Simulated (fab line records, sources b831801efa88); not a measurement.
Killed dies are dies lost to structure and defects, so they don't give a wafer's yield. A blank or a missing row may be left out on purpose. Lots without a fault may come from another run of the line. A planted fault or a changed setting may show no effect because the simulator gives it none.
A struck lot beside a sound one | flow sky130 | 22 steps out of a route of 708
Sound: wafers L373.2, L373.5, L373.6. Struck: wafers L378.2, L378.4, L378.5. The cause comes at the end.
At each step with rows: each side's tool, then ch and its chambers, then its first start. Under that, the readings that differ: sound wafers | struck wafers | difference of the means | sigmas: that difference in standard deviations of wafers without a fault.
alike: readings whose means differ by less than 2 such deviations, and words and numbers that are the same on both sides. not compared: withheld readings, readings that some wafer has no value for, bounds like >300 that may hide the same value, and numbers for which the record gives no deviation and whose values overlap.
The two part at a step that has a row with sigmas, a row that says differs or no value, or rows on one side only. Numbers that don't overlap but have no deviation are shown without sigmas and don't part them. A reading that every wafer of one side lacks parts them only if that side has two wafers or more.

SKY_VIA4_RS_MEAS_19: measures by four-point-probe.
  sound on film_metro-03, day 43 12:31; struck on film_metro-02, day 44 22:26
  alike: VIA4_W_RS
SKY_VIA4_THK_MEAS_20: measures by xrf.
  sound on film_metro-03, day 43 12:37; struck on film_metro-02, day 44 22:32
  alike: VIA4_W_THK
SKY_VIA4_CMP_21: polishes, stops on SiO2, t overpolish 25 s, target thk 0 nm.
  sound on cmp-01 ch 2,3, day 43 12:43; struck on cmp-01 ch 2,3, day 44 22:35
  alike: head_pressure_psi, motor_current_A, overpolish_run_s, slurry_flow_ml_min, time_to_endpoint_s
SKY_METAL5_SPUTTER_00: material Ti, target thk 15 nm, time 10 s.
  sound on pvd_sputter-01, day 43 12:58; struck on pvd_sputter-04, day 44 22:53
  alike: cathode_dc_power_W, throttle_valve_pct
SKY_METAL5_SPUTTER_01: material TiN, target thk 20 nm, time 16.7 s.
  sound on pvd_sputter-01, day 43 12:59; struck on pvd_sputter-04, day 44 22:55
  alike: cathode_dc_power_W, throttle_valve_pct
SKY_METAL5_SPUTTER_02: material AlCu, target thk 1150 nm, time 59.31 s.
  sound on pvd_sputter-01, day 43 13:01; struck on pvd_sputter-04, day 44 22:56
  alike: cathode_dc_power_W, throttle_valve_pct
then, 1 step without rows for these wafers: SKY_METAL5_SPUTTER_03 (material Ti, target thk 5 nm, time 3.3 s).
SKY_METAL5_SPUTTER_04: material TiN, target thk 70 nm, time 58.3 s.
  sound on pvd_sputter-01, day 43 13:05; struck on pvd_sputter-04, day 44 23:01
  alike: cathode_dc_power_W, throttle_valve_pct
SKY_METAL5_RS_MEAS_05: measures by four-point-probe.
  sound on film_metro-03, day 43 13:10; struck on film_metro-02, day 44 23:05
  alike: METAL5_ALCU_RS
SKY_METAL5_THK_MEAS_06: measures by xrf.
  sound on film_metro-03, day 43 13:16; struck on film_metro-02, day 44 23:11
  alike: METAL5_ALCU_THK
then, 2 steps without rows for these wafers: SKY_METAL5_DEHYDRATE_07 (time 60 s); SKY_METAL5_HMDS_08 (prime time 60 s).
SKY_METAL5_COAT_09: resist thk 1800 nm.
  sound on litho_track-04 ch 0, day 44 01:39; struck on litho_track-01 ch 0, day 45 09:35
  reading                                     | sound          | struck         | difference | sigmas
  model.NOVOLAK_of_METAL5_COAT_09.thk_nm (nm) | 1803 1801 1806 | 2295 2303 2305 | +498       |
  alike: resist_line_temp_C
then, 4 steps without rows for these wafers: SKY_METAL5_SOFTBAKE_10 (time 60 s); SKY_METAL5_EXPOSE_11 (exposes mask MM5, target cd 1600 nm); SKY_METAL5_PEB_12; SKY_METAL5_DEVELOP_13 (develop time 60 s).
SKY_METAL5_DESCUM_14: chemistry O2, time 11 s.
  sound on rie_metal-04 ch 0,1, day 44 12:22; struck on rie_metal-02 ch 0,1, day 45 19:46
  reading                 | sound          | struck         | difference | sigmas
  model.METAL5.cd_nm (nm) | 1602 1602 1600 | 1638 1638 1639 | +37        |
  alike: drypump_motor_current_A, he_backside_leak_sccm, oes_product_au
  not compared: rf_hours_counter_h
SKY_METAL5_METAL_ETCH_15: etches the open film in Cl2/BCl3, stops on SiO2, target depth 1260 nm, time 252 s.
  sound on rie_metal-04 ch 0,1, day 44 12:24; struck on rie_metal-02 ch 0,1, day 45 19:48
  reading                                     | sound          | struck         | difference | sigmas
  model.NOVOLAK_of_METAL5_COAT_09.thk_nm (nm) | 1047 1037 1045 | 1520 1544 1530 | +488       |
  model.METAL5.cd_nm (nm)                     | 1604 1604 1597 | 1643 1641 1641 | +40        |
  alike: drypump_motor_current_A, he_backside_leak_sccm, oes_product_au, throttle_valve_pct
  not compared: rf_hours_counter_h
SKY_METAL5_STRIP_16: strips in O2/N2.
  sound on plasma_asher-03 ch 0,1, day 44 12:38; struck on plasma_asher-04 ch 0,1, day 45 20:02
  reading                      | sound             | struck            | difference | sigmas
  strip_time_to_endpoint_s (s) | 13.22 13.10 13.18 | 18.54 18.82 18.67 | +5.51      | +58
  alike: drypump_motor_current_A, oes_product_au
  not compared: rf_hours_counter_h
then, 1 step without rows for these wafers: SKY_METAL5_STRIP_17 (strips in post etch residue remover, time 1200 s).
SKY_PAD_OPEN_PROBE_99:
  sound on prober-01, day 46 10:50; struck on prober-02, day 47 14:22
  reading                        | sound   | struck                  | difference | sigmas
  killed_at_other                | 1       | 0 0 0                   | -1         | -2
  killed_short                   | 28      | 50 31 43                | +13        | +2
  model.etest.met5.width_nm (nm) | 1602    | 1642 1641 1642          | +40        |
  model.etest.met5.line_ohm_um   | 0.01757 | 0.01707 0.01713 0.01707 | -0.00048   |
  alike: defect_limited_yield, killed_at_M0_to_M3, killed_at_M4_up, killed_at_contacts, killed_at_front_end, killed_dies, killed_open, sort_bin_3_pad_short, sort_bin_5_function, sort_bin_6_memory, sort_n_pass, sort_yield_pct

WHERE THEY PART
First at SKY_METAL5_STRIP_16; last, within this record, at SKY_PAD_OPEN_PROBE_99.

WHY: what the simulator had put in
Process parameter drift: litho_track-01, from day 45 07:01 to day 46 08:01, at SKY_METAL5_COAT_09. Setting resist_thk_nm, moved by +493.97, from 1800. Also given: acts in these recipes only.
